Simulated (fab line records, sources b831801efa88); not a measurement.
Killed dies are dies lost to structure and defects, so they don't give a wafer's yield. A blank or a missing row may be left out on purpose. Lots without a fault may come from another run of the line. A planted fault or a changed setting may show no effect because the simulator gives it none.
A struck lot beside a sound one | flow sky130 | 16 steps out of a route of 708
Sound: wafers L996.3, L996.4, L996.6. Struck: wafers L105.3, L105.4, L105.5. The cause comes at the end.
At each step with rows: each side's tool, then ch and its chambers, then its first start. Under that, the readings that differ: sound wafers | struck wafers | difference of the means | sigmas: that difference in standard deviations of wafers without a fault.
alike: readings whose means differ by less than 2 such deviations, and words and numbers that are the same on both sides. not compared: withheld readings, readings that some wafer has no value for, bounds like >300 that may hide the same value, and numbers for which the record gives no deviation and whose values overlap.
The two part at a step that has a row with sigmas, a row that says differs or no value, or rows on one side only. Numbers that don't overlap but have no deviation are shown without sigmas and don't part them. A reading that every wafer of one side lacks parts them only if that side has two wafers or more.

first, 1 step without rows for these wafers: SKY_VT_ADJUST_NCORE_IMPLANT_09.
SKY_VT_ADJUST_NCORE_STRIP_10: strips in O2/N2.
  sound on plasma_asher-02 ch 0,1, day 9 13:29; struck on plasma_asher-03 ch 0,1, day 12 07:20
  alike: drypump_motor_current_A, oes_product_au, strip_time_to_endpoint_s
  not compared: rf_hours_counter_h
SKY_VT_ADJUST_NCORE_TW_MEAS_11:
  sound on film_metro-04, day 9 13:34; struck on film_metro-01, day 12 07:25
  alike: VT_ADJUST_NCORE_TW
then, 7 steps without rows for these wafers: SKY_VT_ADJUST_HVTR_DEHYDRATE_00 (time 60 s); SKY_VT_ADJUST_HVTR_HMDS_01 (prime time 60 s); SKY_VT_ADJUST_HVTR_COAT_02 (resist thk 1140 nm); SKY_VT_ADJUST_HVTR_SOFTBAKE_03 (time 60 s); SKY_VT_ADJUST_HVTR_EXPOSE_04 (exposes mask HVTRM, target cd 380 nm); SKY_VT_ADJUST_HVTR_PEB_05; SKY_VT_ADJUST_HVTR_DEVELOP_06 (develop time 60 s).
SKY_VT_ADJUST_HVTR_CD_MEAS_07: target cd 380 nm.
  sound on cd_sem-01, day 10 10:59; struck on cd_sem-01, day 13 07:44
  alike: cd_nm
SKY_VT_ADJUST_HVTR_OVL_MEAS_08:
  sound on overlay-02, day 10 11:05; struck on overlay-02, day 13 07:50
  alike: VT_ADJUST_HVTR_OVL
SKY_VT_ADJUST_HVTR_IMPLANT_09:
  sound on implanter-02 ch 0, day 10 11:09; struck on implanter-02 ch 0, day 13 07:54
  reading            | sound                            | struck                          | difference  | sigmas
  dose_ions_cm2      | 2.0961e+12 2.1014e+12 2.1005e+12 | 1.5569e+12 1.5586e+12 1.558e+12 | -5.4150e+11 | -99 or more
  faraday_current_uA | 11.41 11.61 11.67                | 8.61 8.67 8.94                  | -2.82       | -12
  alike: beam_energy_keV
SKY_VT_ADJUST_HVTR_STRIP_10: strips in O2/N2.
  sound on plasma_asher-01 ch 0,1, day 10 11:17; struck on plasma_asher-01 ch 0,1, day 13 08:02
  alike: drypump_motor_current_A, oes_product_au, strip_time_to_endpoint_s
  not compared: rf_hours_counter_h
SKY_VT_ADJUST_HVTR_TW_MEAS_11:
  sound on film_metro-03, day 10 11:22; struck on film_metro-02, day 13 08:21
  reading           | sound             | struck            | difference | sigmas
  VT_ADJUST_HVTR_TW | 209.0 209.2 209.1 | 189.5 190.8 190.0 | -19.0      | -9
  not compared: hold
then, 1 step without rows for these wafers: SKY_PAD_OPEN_PROBE_99.

WHERE THEY PART
First at SKY_VT_ADJUST_HVTR_IMPLANT_09; last, within this record, at SKY_VT_ADJUST_HVTR_TW_MEAS_11.

WHY: what the simulator had put in
Process parameter drift: implanter-02, from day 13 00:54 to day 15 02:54, at SKY_VT_ADJUST_HVTR_IMPLANT_09. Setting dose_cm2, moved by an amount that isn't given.
